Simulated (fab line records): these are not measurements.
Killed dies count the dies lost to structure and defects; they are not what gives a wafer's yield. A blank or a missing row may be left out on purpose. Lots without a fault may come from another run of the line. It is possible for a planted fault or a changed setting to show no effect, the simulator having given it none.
A struck lot beside a sound one | flow sky130 | 35 out of 708 route steps
Sound: wafers L627.1, L627.3, L627.6. Struck: wafers L631.1, L631.4. (L631.2 of the same lot was not struck and is left out.) The cause comes at the end.
Order at every step that has rows: each side's tool, ch and its chambers, its first start. Under that, the readings that differ: sound wafers | struck wafers | difference of the means | sigmas: that difference in standard deviations of wafers without a fault.
alike: readings whose means differ by less than 2 such deviations, and words and numbers that are the same on both sides. not compared: withheld readings, readings that some wafer has no value for, bounds like >300 that may hide the same value, and numbers for which the record gives no deviation and whose values overlap.
The two part at a step that has a row with sigmas, a row that says differs or no value, or rows on one side only. Numbers that have no deviation but don't overlap get no sigmas and don't part them. A reading missing from all wafers of one side parts the sides only when that side holds two or more wafers.

first, 10 steps without rows for these wafers: SKY_METAL3_HMDS_06 (prime time 60 s); SKY_METAL3_COAT_07 (resist thk 60 nm); SKY_METAL3_COAT_08 (resist thk 1140 nm); SKY_METAL3_SOFTBAKE_09 (time 90 s); SKY_METAL3_EXPOSE_10 (exposes mask MM3, target cd 300 nm); SKY_METAL3_PEB_11; SKY_METAL3_DEVELOP_12 (develop time 60 s); SKY_METAL3_DESCUM_15 (chemistry O2, time 8 s); SKY_METAL3_ETCH_16 (etches BARC in N2/H2, stops on SiO2, time 88.2 s, target depth 60 nm); SKY_METAL3_ETCH_17 (etches SiO2 in C4F8/O2/Ar, stops on TiN, time 3.9 s, target depth 15 nm).
SKY_METAL3_METAL_ETCH_18: etches the open film in Cl2/BCl3, stops on SiO2, target depth 845 nm, time 183.1 s.
  sound on rieMetal-02 ch 0,1, day 42 11:16; struck on rieMetal-02 ch 1, day 44 05:48
  alike: drypumpMotorCurrentA, oesProductAu, throttleValvePct
  not compared: rfHoursCounterH
then, 23 steps without rows for these wafers: SKY_METAL3_STRIP_19 (strips in O2/N2); SKY_METAL3_STRIP_20 (strips in post etch residue remover, time 1200 s); SKY_METAL3_CLEAN_21 (cleans in IPA, time 180 s); SKY_METAL3_CLEAN_22 (cleans in O3/DIW); SKY_VIA3_HDPCVD_00 (deposits SiO2, target thk 1635 nm, time 272.5 s); SKY_VIA3_CMP_02 (polishes SiO2); SKY_VIA3_DEHYDRATE_04 (time 60 s); SKY_VIA3_HMDS_05 (prime time 60 s); SKY_VIA3_COAT_06 (resist thk 60 nm); SKY_VIA3_COAT_07 (resist thk 450 nm); SKY_VIA3_SOFTBAKE_08 (time 90 s); SKY_VIA3_EXPOSE_09 (exposes mask VIM3, target cd 200 nm); SKY_VIA3_PEB_10; SKY_VIA3_DEVELOP_11 (develop time 60 s); SKY_VIA3_ETCH_14 (etches BARC in N2/H2, stops on SiO2, time 45.9 s, target depth 60 nm); SKY_VIA3_ETCH_15 (etches SiO2 in C4F8/O2/Ar, stops on TiN, target depth 507 nm, time 78 s); SKY_VIA3_STRIP_16 (strips in O2/N2); SKY_VIA3_STRIP_17 (strips in post etch residue remover, time 1200 s); SKY_VIA3_CLEAN_18 (cleans in IPA, time 180 s); SKY_VIA3_CLEAN_19 (cleans in O3/DIW); SKY_VIA3_SPUTTER_20 (material TiN, target thk 20 nm, time 80 s); SKY_VIA3_CVD_21 (deposits W, target thk 390 nm, time 117.31 s); SKY_VIA3_CMP_24 (polishes, stops on SiO2, t overpolish 20 s, target thk 0 nm).
-- the record jumps here: 6 days lie between the struck wafers' starts before and after (it left off in module VIA3 and takes up again in module PAD_OPEN, whose first step shown is number 708 of the route) --
SKY_PAD_OPEN_PROBE_99:
  sound: prober-01 at day 48 21:23; struck: prober-01 at day 50 06:42
reading                               | sound             | struck      | difference | sigmas
killed_at_M0_to_M3                    | 47 46 41          | 71 73       | +27        | +4
killedDies                            | 98 94 77          | 114 106     | +20        | +2
killedOnRim                           | 13 10 19          | 28 22       | +11        | +3
sort_bin_3_pad_short (%)              | 1.2 0.8 0.2       | 1.4 3.0     | +1.5       | +4
sortNPass                             | 394 398 415       | 378 386     | -20        | -2
model.etest.tester.sortNPass          | 394 398 415       | 378 386     | -20        | 
model.etest.tester.sortYieldPct (%)   | 80.08 80.89 84.35 | 76.83 78.46 | -4.13      | 
model.etest.tester.sort_bin_3_pct (%) | 1.22 0.813 0.2033 | 1.423 3.049 | +1.491     | 
  alike: defectLimitedYield, killed_at_M4_up, killedAtContacts, killedAtFrontEnd, killedAtOther, killedOpen, killedShort, sort_bin_5_function, sort_bin_6_memory, sortYieldPct
  not compared: model.etest.tester.sort_bin_5_pct

== WHERE THEY PART ==
SKY_PAD_OPEN_PROBE_99 only, going by this record.

WHY: what had been put in by the simulator
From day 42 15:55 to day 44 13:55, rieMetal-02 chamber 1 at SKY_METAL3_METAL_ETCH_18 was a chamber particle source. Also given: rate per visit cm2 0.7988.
